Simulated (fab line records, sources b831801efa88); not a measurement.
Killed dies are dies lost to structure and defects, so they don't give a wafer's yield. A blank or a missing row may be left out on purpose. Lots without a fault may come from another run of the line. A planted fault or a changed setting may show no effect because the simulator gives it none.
A struck lot beside a sound one | flow sky130 | 22 steps out of a route of 708
Sound: wafers L611.1, L611.2, L611.4. Struck: wafers L617.2, L617.4, L617.5. The cause comes at the end.
At each step with rows: each side's tool, then ch and its chambers, then its first start. Under that, the readings that differ: sound wafers | struck wafers | difference of the means | sigmas: that difference in standard deviations of wafers without a fault.
alike: readings whose means differ by less than 2 such deviations, and words and numbers that are the same on both sides. not compared: withheld readings, readings that some wafer has no value for, bounds like >300 that may hide the same value, and numbers for which the record gives no deviation and whose values overlap.
The two part at a step that has a row with sigmas, a row that says differs or no value, or rows on one side only. Numbers that don't overlap but have no deviation are shown without sigmas and don't part them. A reading that every wafer of one side lacks parts them only if that side has two wafers or more.

first, 4 steps without rows for these wafers: SKY_METAL5_SOFTBAKE_10 (time 60 s); SKY_METAL5_EXPOSE_11 (exposes mask MM5, target cd 1600 nm); SKY_METAL5_PEB_12; SKY_METAL5_DEVELOP_13 (develop time 60 s).
SKY_METAL5_DESCUM_14: chemistry O2, time 11 s.
  sound on rie_metal-04 ch 0,1, day 47 00:52; struck on rie_metal-04 ch 0, day 48 07:48
  alike: drypump_motor_current_A, oes_product_au
  not compared: rf_hours_counter_h
SKY_METAL5_METAL_ETCH_15: etches the open film in Cl2/BCl3, stops on SiO2, target depth 1260 nm, time 252 s.
  sound on rie_metal-04 ch 0,1, day 47 00:54; struck on rie_metal-04 ch 0, day 48 07:56
  alike: bias_w, drypump_motor_current_A, oes_product_au, throttle_valve_pct
  not compared: rf_hours_counter_h
SKY_METAL5_STRIP_16: strips in O2/N2.
  sound on plasma_asher-04 ch 0,1, day 47 01:08; struck on plasma_asher-03 ch 0, day 48 08:20
  alike: drypump_motor_current_A, oes_product_au, strip_time_to_endpoint_s
  not compared: rf_hours_counter_h
then, 3 steps without rows for these wafers: SKY_METAL5_STRIP_17 (strips in post etch residue remover, time 1200 s); SKY_METAL5_CLEAN_18 (cleans in IPA, time 180 s); SKY_METAL5_CLEAN_19 (cleans in O3/DIW).
SKY_PASSIVATION_CVD_00: deposits SiO2, target thk 90 nm.
  sound on pecvd-02 ch 1,2, day 47 01:43; struck on pecvd-01 ch 1,2, day 48 08:56
  alike: heater_power_outer_w, heater_power_w
SKY_PASSIVATION_THK_MEAS_01:
  sound on film_metro-03, day 47 01:44; struck on film_metro-03, day 48 09:01
  alike: PASSIVATION_CVD_00_THK
SKY_PASSIVATION_CVD_02: deposits Si3N4, target thk 540 nm.
  sound on pecvd-04 ch 0,1,2, day 47 01:48; struck on pecvd-02 ch 0,1, day 48 09:04
  no value came back on the struck wafers for heater_power_outer_w (W), heater_power_w (W); on the sound wafers heater_power_outer_w (W) reads 531 457 342
then, 7 steps without rows for these wafers: SKY_PASSIVATION_DEHYDRATE_04 (time 60 s); SKY_PASSIVATION_HMDS_05 (prime time 60 s); SKY_PASSIVATION_COAT_06 (resist thk 3049 nm); SKY_PASSIVATION_SOFTBAKE_07; SKY_PASSIVATION_EXPOSE_08 (exposes mask NSM, target cd 3000 nm); SKY_PASSIVATION_PEB_09; SKY_PASSIVATION_DEVELOP_10 (develop time 60 s).
SKY_PASSIVATION_ETCH_11: etches the open film in CF4/O2, stops on AlCu, target depth 725 nm, time 161.1 s.
  sound on rie_diel-03 ch 0,1,2, day 47 21:01; struck on rie_diel-03 ch 2,3, day 49 03:54
  reading                                 | sound             | struck            | difference | sigmas
  oes_product_au (a.u.)                   | 0.960 0.965 0.984 | 0.989 0.993 0.987 | +0.020     | +3
  model.PASSIVATION.feature_depth_nm (nm) | 686.5 687.5 702.5 | 715.8 724 725     | +29.4      |
  model.etch.depth_nm (nm)                | 686.5 687.5 702.5 | 715.8 724 725     | +29.4      |
  alike: bias_w, drypump_motor_current_A, throttle_valve_pct
  not compared: rf_hours_counter_h
SKY_PASSIVATION_STRIP_12: strips in O2/N2.
  sound on plasma_asher-03 ch 0,1, day 47 21:07; struck on plasma_asher-03 ch 0,1, day 49 04:00
  alike: drypump_motor_current_A, oes_product_au, strip_time_to_endpoint_s
  not compared: rf_hours_counter_h

WHERE THEY PART
First at SKY_PASSIVATION_CVD_02; last, within this record, at SKY_PASSIVATION_ETCH_11. Later steps at which nothing parts them and some readings are alike: SKY_PASSIVATION_STRIP_12.

WHY: what the simulator had put in
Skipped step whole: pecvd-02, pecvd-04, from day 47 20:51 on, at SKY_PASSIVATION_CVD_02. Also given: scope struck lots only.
